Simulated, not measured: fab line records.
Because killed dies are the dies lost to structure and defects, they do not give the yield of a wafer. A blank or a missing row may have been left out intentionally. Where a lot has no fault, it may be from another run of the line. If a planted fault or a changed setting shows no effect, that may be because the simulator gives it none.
fab line records	flow gf180mcu	part 1 of 2: steps 1 to 27 of 36
record: lots: 5	wafers: 15	lastDay: 31
route steps=602 shown M1@324 V1@335
lots that met no fault: taken from a fault-free run of the same line
startH: the number of hours between the record's first day and the start of the first shown wafer of the lot	waitH: how many hours have passed since the lot's step before this one	" same as the row above	L1.1+2: a row that stands for several wafers	- no value, or no start given	* or withheld: withheld	< > ~ a bound
route shown NAME@n: a module of which the file shows steps, and the number in the route of the first	usual: mean/standard deviation of fault-free wafers	same: alike in all rows	chamber/n: place in a boat	sites: readings site by site	_std_site: standard deviation across them	_edge_site: outer sites' mean less inner sites'	radiusMm: how far each site lies from the wafer's centre	mask NAME#n: copy n	behind: the last tool/chamber to shape the wafer	hold: what put the lot on hold/how long, in hours/how the hold closed	device: the transistor (n, p or np) that didn't switch	end of line: the route-end tests of the same wafers	a step given without rows: its recipe and nothing more	killed: at the first sort, the dies lost to defects and structure; wafer yield is something else	map: a wafer's dies, x killed, . not, _ none there
set.NAME: the run value of the setting; set.NAME@STEP: its run value at that earlier step	model.NAME: the simulator's own value behind a step, which no gauge read
a table for each step, a row for each wafer; lots at some steps of the route
services: when a tool's chamber went out of use (startH, in hours from the record's first day, below 0 if earlier), for how many hours, and the reason
== steps ==
step: GF_M1_COAT_09
recipe: resist: KrF	spinRpm: withheld	resistThkNm: 1000
usual: exhaustPa: 44.9/0.78
lot.wafer	tool	chamber	startH	waitH	exhaustPa
L074.1	lithoTrack-02	0	373.59	0.1	45.1
L074.3	"	0	"	"	45.3
L074.4	"	0	"	"	44.2
L077.1	lithoTrack-02	0	396.09	0.1	44.9
L077.3	"	0	"	"	44.6
L077.4	"	0	"	"	44.9
L079.1	lithoTrack-02	0	423.74	0.1	45.1
L079.5	"	0	"	"	45.8
L079.6	"	0	"	"	45.4
L083.3	lithoTrack-04	0	455.44	0.1	45.2
L083.4	"	0	"	"	43.8
L083.5	"	0	"	"	44.3
L084.1	lithoTrack-01	0	473.77	0.1	45.7
L084.2	"	0	"	"	45.2
L084.5	"	0	"	"	45.7
step: GF_M1_SOFTBAKE_10
recipe: tempC: 130	timeS: 60	resist: KrF
usual: exhaustPa: 44.8/0.92
same: timeS: 60
lot.wafer	tool	chamber	startH	waitH	exhaustPa
L074.1	lithoTrack-02	0	373.74	0.1	43.3
L074.3	"	0	"	"	45.0
L074.4	"	0	"	"	43.9
L077.1	lithoTrack-02	0	396.24	0.1	46.2
L077.3	"	0	"	"	45.1
L077.4	"	0	"	"	45.7
L079.1	lithoTrack-02	0	423.89	0.1	43.8
L079.5	"	0	"	"	45.2
L079.6	"	0	"	"	45.1
L083.3	lithoTrack-04	0	455.59	0.1	43.8
L083.4	"	0	"	"	44.7
L083.5	"	0	"	"	45.0
L084.1	lithoTrack-01	0	473.92	0.1	44.8
L084.2	"	0	"	"	44.0
L084.5	"	0	"	"	44.1
step: GF_M1_EXPOSE_11
recipe: maskId: Metal1	targetCdNm: 230	na: 0.68	sourceShape: conventional	sigmaOuter: 0.6	doseMj: 28
usual: exposureDoseMJCm2: 27.96/0.033
lot.wafer	tool	chamber	startH	waitH	mask	exposureDoseMJCm2
L074.1	krfScanner-01	0	-	-	Metal1#0	27.94
L074.3	"	0	"	"	Metal1#0	27.94
L074.4	"	0	"	"	Metal1#0	27.91
L077.1	krfScanner-02	0	-	-	Metal1#0	27.93
L077.3	"	0	"	"	Metal1#0	27.99
L077.4	"	0	"	"	Metal1#0	27.99
L079.1	krfScanner-02	0	-	-	Metal1#0	27.97
L079.5	"	0	"	"	Metal1#0	28.02
L079.6	"	0	"	"	Metal1#0	27.96
L083.3	krfScanner-02	0	-	-	Metal1#0	27.94
L083.4	"	0	"	"	Metal1#0	27.97
L083.5	"	0	"	"	Metal1#0	27.95
L084.1	krfScanner-01	0	-	-	Metal1#0	27.94
L084.2	"	0	"	"	Metal1#0	27.96
L084.5	"	0	"	"	Metal1#0	27.94
step: GF_M1_PEB_12
recipe: pebTempC: 135	pebTimeS: 90	resist: KrF
usual: exhaustPa: 45.2/0.92
lot.wafer	tool	chamber	startH	waitH	exhaustPa
L074.1	lithoTrack-02	0	-	-	44.8
L074.3	"	0	"	"	45.2
L074.4	"	0	"	"	46.9
L077.1	lithoTrack-01	0	-	-	45.3
L077.3	"	0	"	"	44.2
L077.4	"	0	"	"	44.4
L079.1	lithoTrack-02	0	-	-	44.9
L079.5	"	0	"	"	44.9
L079.6	"	0	"	"	42.6
L083.3	lithoTrack-04	0	-	-	44.4
L083.4	"	0	"	"	45.3
L083.5	"	0	"	"	45.2
L084.1	lithoTrack-04	0	-	-	44.8
L084.2	"	0	"	"	45.0
L084.5	"	0	"	"	43.8
step: GF_M1_DEVELOP_13
recipe: developTimeS: 60	devTempC: 21
usual: exhaustPa: 45.1/0.93
same: developTimeS: 60
lot.wafer	tool	chamber	startH	waitH	exhaustPa
L074.1	lithoTrack-02	0	385.74	0.2	44.1
L074.3	"	0	"	"	45.2
L074.4	"	0	"	"	45.3
L077.1	lithoTrack-01	0	407.77	0.2	43.4
L077.3	"	0	"	"	43.4
L077.4	"	0	"	"	45.7
L079.1	lithoTrack-02	0	435.99	0.2	44.9
L079.5	"	0	"	"	43.5
L079.6	"	0	"	"	44.7
L083.3	lithoTrack-04	0	467.24	0.1	45.6
L083.4	"	0	"	"	44.6
L083.5	"	0	"	"	45.8
L084.1	lithoTrack-04	0	486.14	0.2	44.6
L084.2	"	0	"	"	45.2
L084.5	"	0	"	"	45.0
step: GF_M1_CD_MEAS_14
recipe: targetCdNm: 230
usual: cdNm: 229.9/1.1
lot.wafer	tool	chamber	startH	waitH	cdNm
L074.1	cdSem-02	-	385.89	0.1	229.8
L074.3	"	-	"	"	229.6
L074.4	"	-	"	"	229.1
L077.1	cdSem-02	-	407.92	0.1	228.8
L077.3	"	-	"	"	228.6
L077.4	"	-	"	"	228.4
L079.1	cdSem-02	-	436.14	0.1	230.3
L079.5	"	-	"	"	230.0
L079.6	"	-	"	"	230.7
L083.3	cdSem-02	-	467.38	0.1	226.8
L083.4	"	-	"	"	229.5
L083.5	"	-	"	"	228.8
L084.1	cdSem-02	-	486.29	0.1	228.7
L084.2	"	-	"	"	228.5
L084.5	"	-	"	"	228.9
step: GF_M1_OVL_MEAS_15
usual: M1_OVL: 1/5.9
lot.wafer	tool	chamber	startH	waitH	M1_OVL[nm]
L074.1	overlay-02	-	386.01	0.1	0
L074.3	"	-	"	"	-3
L074.4	"	-	"	"	5
L077.1	overlay-02	-	408.04	0.1	7
L077.3	"	-	"	"	-5
L077.4	"	-	"	"	-3
L079.1	overlay-02	-	436.26	0.1	-11
L079.5	"	-	"	"	-8
L079.6	"	-	"	"	-4
L083.3	overlay-01	-	467.47	0.1	4
L083.4	"	-	"	"	15
L083.5	"	-	"	"	3
L084.1	overlay-02	-	486.41	0.1	0
L084.2	"	-	"	"	-11
L084.5	"	-	"	"	2
step: GF_M1_METAL_ETCH_16
recipe: chemistry: Cl2/BCl3	maskMaterial: KrF	targetDepthNm: 750.8	stopOn: SiO2	pressureMtorr: 8	icpW: 800	biasW: 140	Cl2_flow_sccm: 80	bcl3FlowSccm: 40	timeS: 125.1
usual: drypumpMotorCurrentA: 6.0/0.55	oesProductAu: 0.991/0.0057	throttleValvePct: 28.228/0.0095
same: timeS: 125.1
lot.wafer	tool	chamber	startH	waitH	drypumpMotorCurrentA	oesProductAu	rfHoursCounterH	throttleValvePct
L074.1	rieMetal-02	0	386.04	0.0	4.8	0.991	1	28.235
L074.3	"	1	"	"	6.0	0.984	-	28.241
L074.4	"	0	"	"	4.8	0.991	-	28.225
L077.1	rieMetal-01	0	408.07	0.0	6.3	0.994	7	28.212
L077.3	"	0	"	"	6.3	0.993	-	28.217
L077.4	"	1	"	"	6.4	0.992	-	28.239
L079.1	rieMetal-02	0	436.29	0.0	4.8	1.002	2	28.218
L079.5	"	1	"	"	5.9	0.997	-	28.219
L079.6	"	0	"	"	4.8	0.991	-	28.232
L083.3	rieMetal-01	0	467.54	0.1	6.3	0.996	-	28.224
L083.4	"	1	"	"	6.4	0.995	-	28.224
L083.5	"	1	"	"	6.4	0.999	-	28.227
L084.1	rieMetal-02	0	486.44	0.0	4.8	0.989	4	28.235
L084.2	"	1	"	"	6.0	0.984	8	28.236
L084.5	"	0	"	"	4.8	0.991	-	28.242
step: GF_M1_STRIP_17
recipe: chemistry: O2/N2	powerW: 1400	pressureMtorr: 1500	platenTempC: 250	o2FlowSccm: 3000	n2FlowSccm: 300	overashFraction: 0.5
usual: drypumpMotorCurrentA: 5.83/0.23	heaterPowerW: 329/14	o2FlowSccm: 3001/8.4	oesProductAu: 0.537/0.0045	stripTimeToEndpointS: 7.37/0.058
lot.wafer	tool	chamber	startH	waitH	drypumpMotorCurrentA	heaterPowerW	o2FlowSccm	oesProductAu	rfHoursCounterH	stripTimeToEndpointS
L074.1	plasmaAsher-03	1	386.17	0.1	6.16	331	3009	0.538	76	7.41
L074.3	"	0	"	"	5.80	327	3004	0.539	-	7.41
L074.4	"	1	"	"	6.18	334	3005	0.535	-	7.40
L077.1	plasmaAsher-02	0	408.20	0.1	5.58	347	3009	0.534	59	7.25
L077.3	"	0	"	"	5.59	353	3002	0.536	-	7.28
L077.4	"	1	"	"	6.11	311	2994	0.531	-	7.36
L079.1	plasmaAsher-02	1	436.42	0.1	6.13	320	2994	0.537	62	7.37
L079.5	"	0	"	"	5.60	356	3006	0.533	-	7.36
L079.6	"	1	"	"	6.14	313	2996	0.538	-	7.37
L083.3	plasmaAsher-03	0	467.66	0.1	5.87	335	3009	0.531	-	7.31
L083.4	"	1	"	"	6.18	330	2994	0.535	-	7.34
L083.5	"	0	"	"	5.84	329	3013	0.540	-	7.36
L084.1	plasmaAsher-04	1	486.57	0.1	5.59	335	3014	0.542	6	7.42
L084.2	"	0	"	"	5.70	313	2998	0.535	6	7.38
L084.5	"	1	"	"	5.60	334	3008	0.542	-	7.41
step: GF_M1_STRIP_18
recipe: chemistry: postEtchResidueRemover	timeS: 1200	tempC: 72.5
same: timeS: 1200
lot.wafer	tool	chamber	startH	waitH
L074.1+3+4	wetBench-02	0	386.27	0.1
L077.1+3+4	wetBench-03	2	408.30	0.1
L079.1+5+6	wetBench-03	3	436.52	0.1
L083.3+4+5	wetBench-03	0	467.72	0.0
L084.1+2+5	wetBench-04	3	486.67	0.1
step: GF_M1_CLEAN_19
recipe: chemistry: DIW	dry: n2Spin
lot.wafer	tool	chamber	startH	waitH
L074.1+3+4	wetBench-04	0	386.61	0.0
L077.1+3+4	wetBench-02	3	408.64	0.0
L079.1+5+6	wetBench-04	2	436.86	0.0
L083.3+4+5	wetBench-04	1	468.07	0.0
L084.1+2+5	wetBench-03	0	487.02	0.0
step: GF_V1_CVD_00
recipe: material: SiO2	targetThkNm: 600	sigmaOpenFrac: 0.3	tempC: 400	timeS: 100	sih4FlowSccm: 60	pressureMtorr: 6
same: timeS: 100
lot.wafer	tool	chamber	startH	waitH
L074.1+3+4	hdpcvd-01	2,0,1	386.71	0.0
L077.1+3+4	hdpcvd-01	1,2,0	408.74	0.0
L079.1+5+6	hdpcvd-01	1,1,0	436.96	0.0
L083.3+4+5	hdpcvd-01	1,1,0	468.25	0.0
L084.1+2+5	hdpcvd-01	2,1,2	487.11	0.0
step: GF_V1_THK_MEAS_01
recipe: reads: SiO2_of_V1_CVD_00
usual: V1_CVD_00_THK: 600/5.6
lot.wafer	tool	chamber	startH	waitH	V1_CVD_00_THK[nm]
L074.1	filmMetro-01	-	386.78	0.0	598
L074.3	"	-	"	"	595
L074.4	"	-	"	"	587
L077.1	filmMetro-01	-	408.81	0.0	600
L077.3	"	-	"	"	592
L077.4	"	-	"	"	598
L079.1	filmMetro-02	-	437.03	0.0	601
L079.5	"	-	"	"	599
L079.6	"	-	"	"	601
L083.3	filmMetro-01	-	468.34	0.1	602
L083.4	"	-	"	"	606
L083.5	"	-	"	"	608
L084.1	filmMetro-03	-	487.18	0.0	600
L084.2	"	-	"	"	604
L084.5	"	-	"	"	598
step: GF_V1_CVD_02
recipe: material: SiO2	targetThkNm: 850	precursor: TEOS	tempC: 400	timeS: 94.851	rfW: 600
usual: heaterPowerW: 661/89
same: timeS: 94.851
lot.wafer	tool	chamber	startH	waitH	heaterPowerW
L074.1	pecvd-02	0	386.84	0.1	825
L074.3	"	1	"	"	659
L074.4	"	0	"	"	643
L077.1	pecvd-04	2	408.87	0.1	813
L077.3	"	1	"	"	599
L077.4	"	1	"	"	641
L079.1	pecvd-02	0	437.09	0.1	701
L079.5	"	2	"	"	616
L079.6	"	1	"	"	644
L083.3	pecvd-02	0	468.38	0.0	749
L083.4	"	2	"	"	550
L083.5	"	0	"	"	773
L084.1	pecvd-02	2	487.24	0.1	612
L084.2	"	0	"	"	745
L084.5	"	2	"	"	649
step: GF_V1_THK_MEAS_03
recipe: reads: SiO2_of_V1_CVD_02
usual: V1_CVD_02_THK: 851/11
lot.wafer	tool	chamber	startH	waitH	V1_CVD_02_THK[nm]
L074.1	filmMetro-02	-	386.91	0.0	833
L074.3	"	-	"	"	844
L074.4	"	-	"	"	854
L077.1	filmMetro-02	-	408.94	0.0	849
L077.3	"	-	"	"	845
L077.4	"	-	"	"	862
L079.1	filmMetro-01	-	437.16	0.0	848
L079.5	"	-	"	"	860
L079.6	"	-	"	"	854
L083.3	filmMetro-01	-	468.47	0.1	855
L083.4	"	-	"	"	867
L083.5	"	-	"	"	861
L084.1	filmMetro-01	-	487.31	0.0	845
L084.2	"	-	"	"	846
L084.5	"	-	"	"	861
step: GF_V1_CMP_04
recipe: material: SiO2	downForcePsi: 4	platenRpm: 60	padVelocityMS: 0.94248
usual: motorCurrentA: 11.9/0.87	timeToEndpointS: 80/4.8
lot.wafer	tool	chamber	startH	waitH	motorCurrentA	timeToEndpointS
L074.3	cmp-01	3	386.97	0.0	12.0	86
L074.1	"	1	"	"	13.4	77
L074.4	"	2	"	"	10.6	85
L077.4	cmp-02	3	409.09	0.1	10.6	82
L077.1	"	1	"	"	12.1	80
L077.3	"	2	"	"	12.5	77
L079.1	cmp-02	2	437.27	0.1	13.3	80
L079.6	"	1	"	"	12.4	81
L079.5	"	2	"	"	12.5	87
L083.3	cmp-01	0	468.56	0.1	11.8	84
L083.4	"	1	"	"	13.1	84
L083.5	"	3	"	"	12.8	81
L084.1	cmp-02	2	487.42	0.1	12.8	77
L084.2	"	0	"	"	11.4	76
L084.5	"	2	"	"	13.2	86
step: GF_V1_BOW_MEAS_05
recipe: mode: bow
usual: V1_BOW: 83/7.5
lot.wafer	tool	chamber	startH	waitH	V1_BOW[um]
L074.1	filmMetro-03	-	387.27	0.1	83
L074.3	"	-	"	"	78
L074.4	"	-	"	"	83
L077.1	filmMetro-02	-	409.39	0.1	87
L077.3	"	-	"	"	90
L077.4	"	-	"	"	95
L079.1	filmMetro-03	-	437.55	0.2	67
L079.5	"	-	"	"	83
L079.6	"	-	"	"	80
L083.3	filmMetro-03	-	468.85	0.2	88
L083.4	"	-	"	"	95
L083.5	"	-	"	"	90
L084.1	filmMetro-01	-	487.67	0.2	79
L084.2	"	-	"	"	74
L084.5	"	-	"	"	89
step: GF_V1_DEHYDRATE_06
recipe: tempC: 200	timeS: 60
usual: exhaustPa: 45.1/0.93
same: timeS: 60
lot.wafer	tool	chamber	startH	waitH	exhaustPa
L074.1	lithoTrack-03	0	397.70	10.4	45.5
L074.3	"	0	"	"	44.3
L074.4	"	0	"	"	45.2
L077.1	lithoTrack-01	0	420.52	11.1	46.0
L077.3	"	0	"	"	44.8
L077.4	"	0	"	"	45.1
L079.1	lithoTrack-03	0	448.85	11.3	46.0
L079.5	"	0	"	"	44.4
L079.6	"	0	"	"	44.6
L083.3	lithoTrack-03	0	480.45	11.6	43.8
L083.4	"	0	"	"	43.7
L083.5	"	0	"	"	43.7
L084.1	lithoTrack-03	0	498.85	11.2	44.3
L084.2	"	0	"	"	42.4
L084.5	"	0	"	"	43.1
step: GF_V1_HMDS_07
recipe: primeTimeS: 60	primeTempC: 120
usual: exhaustPa: 44.9/0.82
same: primeTimeS: 60
lot.wafer	tool	chamber	startH	waitH	exhaustPa
L074.1	lithoTrack-03	0	397.85	0.1	44.8
L074.3	"	0	"	"	45.0
L074.4	"	0	"	"	44.9
L077.1	lithoTrack-01	0	420.67	0.1	45.6
L077.3	"	0	"	"	47.0
L077.4	"	0	"	"	45.6
L079.1	lithoTrack-03	0	449.00	0.1	46.4
L079.5	"	0	"	"	45.5
L079.6	"	0	"	"	44.8
L083.3	lithoTrack-03	0	480.60	0.1	46.0
L083.4	"	0	"	"	44.2
L083.5	"	0	"	"	44.7
L084.1	lithoTrack-03	0	499.00	0.1	44.9
L084.2	"	0	"	"	44.4
L084.5	"	0	"	"	45.3
step: GF_V1_COAT_08
recipe: resist: BARC	tempC: withheld	timeS: withheld	spinRpm: withheld	resistThkNm: withheld
usual: exhaustPa: 45.1/1
lot.wafer	tool	chamber	startH	waitH	exhaustPa
L074.1	lithoTrack-03	0	398.00	0.1	44.5
L074.3	"	0	"	"	45.5
L074.4	"	0	"	"	46.4
L077.1	lithoTrack-01	0	420.82	0.1	44.1
L077.3	"	0	"	"	45.8
L077.4	"	0	"	"	44.8
L079.1	lithoTrack-03	0	449.15	0.1	45.3
L079.5	"	0	"	"	45.4
L079.6	"	0	"	"	44.4
L083.3	lithoTrack-03	0	480.75	0.1	43.8
L083.4	"	0	"	"	43.6
L083.5	"	0	"	"	44.7
L084.1	lithoTrack-03	0	499.15	0.1	44.5
L084.2	"	0	"	"	45.3
L084.5	"	0	"	"	46.2
step: GF_V1_COAT_09
recipe: resist: KrF	spinRpm: withheld	resistThkNm: 1000
usual: exhaustPa: 45.2/1.1
lot.wafer	tool	chamber	startH	waitH	exhaustPa
L074.1	lithoTrack-03	0	-	-	45.5
L074.3	"	0	"	"	44.8
L074.4	"	0	"	"	45.2
L077.1	lithoTrack-01	0	-	-	47.4
L077.3	"	0	"	"	46.5
L077.4	"	0	"	"	45.5
L079.1	lithoTrack-03	0	-	-	46.6
L079.5	"	0	"	"	43.4
L079.6	"	0	"	"	44.4
L083.3	lithoTrack-03	0	-	-	45.5
L083.4	"	0	"	"	46.7
L083.5	"	0	"	"	45.9
L084.1	lithoTrack-03	0	-	-	46.0
L084.2	"	0	"	"	47.1
L084.5	"	0	"	"	44.9
step: GF_V1_SOFTBAKE_10
recipe: tempC: 130	timeS: 60	resist: KrF
usual: exhaustPa: 44.8/0.99
same: timeS: 60
lot.wafer	tool	chamber	startH	waitH	exhaustPa
L074.1	lithoTrack-03	0	-	-	46.5
L074.3	"	0	"	"	46.9
L074.4	"	0	"	"	46.6
L077.1	lithoTrack-01	0	-	-	44.3
L077.3	"	0	"	"	44.3
L077.4	"	0	"	"	46.2
L079.1	lithoTrack-03	0	-	-	44.7
L079.5	"	0	"	"	43.9
L079.6	"	0	"	"	44.5
L083.3	lithoTrack-03	0	-	-	44.3
L083.4	"	0	"	"	45.3
L083.5	"	0	"	"	45.4
L084.1	lithoTrack-03	0	-	-	44.9
L084.2	"	0	"	"	45.8
L084.5	"	0	"	"	44.8
step: GF_V1_EXPOSE_11
recipe: maskId: Via1	targetCdNm: 260	na: 0.68	sourceShape: conventional	sigmaOuter: 0.6	doseMj: 38
usual: exposureDoseMJCm2: 37.96/0.045
lot.wafer	tool	chamber	startH	waitH	mask	exposureDoseMJCm2
L074.1	krfScanner-02	0	-	-	Via1#0	38.03
L074.3	"	0	"	"	Via1#0	37.92
L074.4	"	0	"	"	Via1#0	37.92
L077.1	krfScanner-02	0	-	-	Via1#0	37.98
L077.3	"	0	"	"	Via1#0	38.01
L077.4	"	0	"	"	Via1#0	37.97
L079.1	krfScanner-01	0	-	-	Via1#0	37.89
L079.5	"	0	"	"	Via1#0	37.90
L079.6	"	0	"	"	Via1#0	37.87
L083.3	krfScanner-02	0	-	-	Via1#0	38.03
L083.4	"	0	"	"	Via1#0	38.04
L083.5	"	0	"	"	Via1#0	38.06
L084.1	krfScanner-01	0	-	-	Via1#0	37.90
L084.2	"	0	"	"	Via1#0	37.87
L084.5	"	0	"	"	Via1#0	37.87
step: GF_V1_PEB_12
recipe: pebTempC: 135	pebTimeS: 90	resist: KrF
usual: exhaustPa: 45.1/0.96
lot.wafer	tool	chamber	startH	waitH	exhaustPa
L074.1	lithoTrack-01	0	-	-	44.3
L074.3	"	0	"	"	46.8
L074.4	"	0	"	"	43.9
L077.1	lithoTrack-02	0	-	-	46.3
L077.3	"	0	"	"	45.3
L077.4	"	0	"	"	46.2
L079.1	lithoTrack-02	0	-	-	45.9
L079.5	"	0	"	"	44.4
L079.6	"	0	"	"	45.2
L083.3	lithoTrack-02	0	-	-	44.1
L083.4	"	0	"	"	44.5
L083.5	"	0	"	"	44.4
L084.1	lithoTrack-03	0	-	-	46.4
L084.2	"	0	"	"	44.3
L084.5	"	0	"	"	44.7
step: GF_V1_DEVELOP_13
recipe: developTimeS: 60	resist: KrF	devTempC: 21
usual: exhaustPa: 45.3/0.94
same: developTimeS: 60
lot.wafer	tool	chamber	startH	waitH	exhaustPa
L074.1	lithoTrack-01	0	410.12	0.2	44.7
L074.3	"	0	"	"	44.4
L074.4	"	0	"	"	44.8
L077.1	lithoTrack-02	0	433.14	0.2	46.2
L077.3	"	0	"	"	44.8
L077.4	"	0	"	"	45.3
L079.1	lithoTrack-02	0	461.34	0.2	45.0
L079.5	"	0	"	"	46.1
L079.6	"	0	"	"	46.8
L083.3	lithoTrack-02	0	492.78	0.1	43.3
L083.4	"	0	"	"	44.4
L083.5	"	0	"	"	44.6
L084.1	lithoTrack-03	0	511.65	0.2	45.3
L084.2	"	0	"	"	46.6
L084.5	"	0	"	"	45.1
step: GF_V1_CD_MEAS_14
recipe: targetCdNm: 260
usual: cdNm: 259.6/1.1
lot.wafer	tool	chamber	startH	waitH	cdNm
L074.1	cdSem-01	-	410.27	0.1	261.5
L074.3	"	-	"	"	261.2
L074.4	"	-	"	"	259.3
L077.1	cdSem-02	-	433.29	0.1	259.9
L077.3	"	-	"	"	260.3
L077.4	"	-	"	"	260.2
L079.1	cdSem-02	-	461.49	0.1	259.2
L079.5	"	-	"	"	259.3
L079.6	"	-	"	"	257.6
L083.3	cdSem-02	-	492.92	0.1	259.9
L083.4	"	-	"	"	260.3
L083.5	"	-	"	"	260.6
L084.1	cdSem-02	-	511.80	0.1	260.3
L084.2	"	-	"	"	260.9
L084.5	"	-	"	"	259.8
step: GF_V1_OVL_MEAS_15
usual: V1_OVL: 0/5.8
lot.wafer	tool	chamber	startH	waitH	V1_OVL[nm]
L074.1	overlay-01	-	410.39	0.1	-7
L074.3	"	-	"	"	-1
L074.4	"	-	"	"	3
L077.1	overlay-01	-	433.41	0.1	1
L077.3	"	-	"	"	-3
L077.4	"	-	"	"	-5
L079.1	overlay-01	-	461.61	0.1	4
L079.5	"	-	"	"	0
L079.6	"	-	"	"	11
L083.3	overlay-01	-	493.02	0.1	-4
L083.4	"	-	"	"	-1
L083.5	"	-	"	"	-6
L084.1	overlay-02	-	511.92	0.1	7
L084.2	"	-	"	"	-3
L084.5	"	-	"	"	10
